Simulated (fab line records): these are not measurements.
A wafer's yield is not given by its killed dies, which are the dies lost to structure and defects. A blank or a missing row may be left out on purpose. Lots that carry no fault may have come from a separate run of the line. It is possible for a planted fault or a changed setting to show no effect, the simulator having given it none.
Chamber matching | flow sfq_line | SFQ_TRILAYER_C5_BARC_OPEN_VIA_ETCH_210 on rie_diel-04: 4 sister chambers
The step etches BARC in O2, target depth 125 nm, time 41.7 s. 14 wafers are shown with their chamber, then 7 later ones without.

== WAFERS WITH THEIR CHAMBER ==
wafer  | chamber | oes_product_au (a.u.)
L074.1 | 0       | 0.695
L074.2 | 2       | 0.689
L074.3 | 1       | 0.685
L074.4 | 1       | 0.692
L074.5 | 0       | 0.688
L074.6 | 2       | 0.684
L076.1 | 2       | 0.688
L076.2 | 3       | 0.678
L076.4 | 1       | 0.686
L078.4 | 1       | 0.699
L078.5 | 0       | 0.680
L078.6 | 3       | 0.687
L090.1 | 2       | 0.682
L090.3 | 1       | 0.683

SIGNATURES (means of the wafers above)
reading        | chamber 0 | chamber 1 | chamber 2 | chamber 3 | scatter within a chamber
oes_product_au | 0.68767   | 0.68900   | 0.68575   | 0.68250   | 0.00597
Rule: for each reading, subtract the chamber's mean from the wafer's reading, divide by that reading's scatter and square the result; add these up over the readings and take the root, which gives the wafer's distance from the chamber. The wafer belongs to the nearest chamber; if the next one is less than 2 further off, it can't be placed. The scatter: the root of (the sum of the squares of (reading less its chamber's mean) over the shown wafers, divided by (wafers less chambers)).

== WAFERS MISSING THEIR CHAMBER ==
wafer  | oes_product_au (a.u.)
L090.4 | 0.682
L095.1 | 0.688
L095.4 | 0.683
L095.5 | 0.688
L097.3 | 0.694
L097.4 | 0.692
L097.6 | 0.672

== CHAMBER TAKEN BY EACH ==
wafer  | from the rows above               | in truth
L090.4 | can't be placed: 3 or 2 or 0 or 1 | 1
L095.1 | can't be placed: 0 or 1 or 2 or 3 | 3
L095.4 | can't be placed: 3 or 2 or 0 or 1 | 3
L095.5 | can't be placed: 0 or 1 or 2 or 3 | 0
L097.3 | can't be placed: 1 or 0 or 2 or 3 | 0
L097.4 | can't be placed: 1 or 0 or 2 or 3 | 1
L097.6 | can't be placed: 3 or 2 or 0 or 1 | 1
Placed correctly: 0 of 7. Not placeable from these rows: 7 (in 7, the candidates include the true chamber). Number placed wrongly: 0.
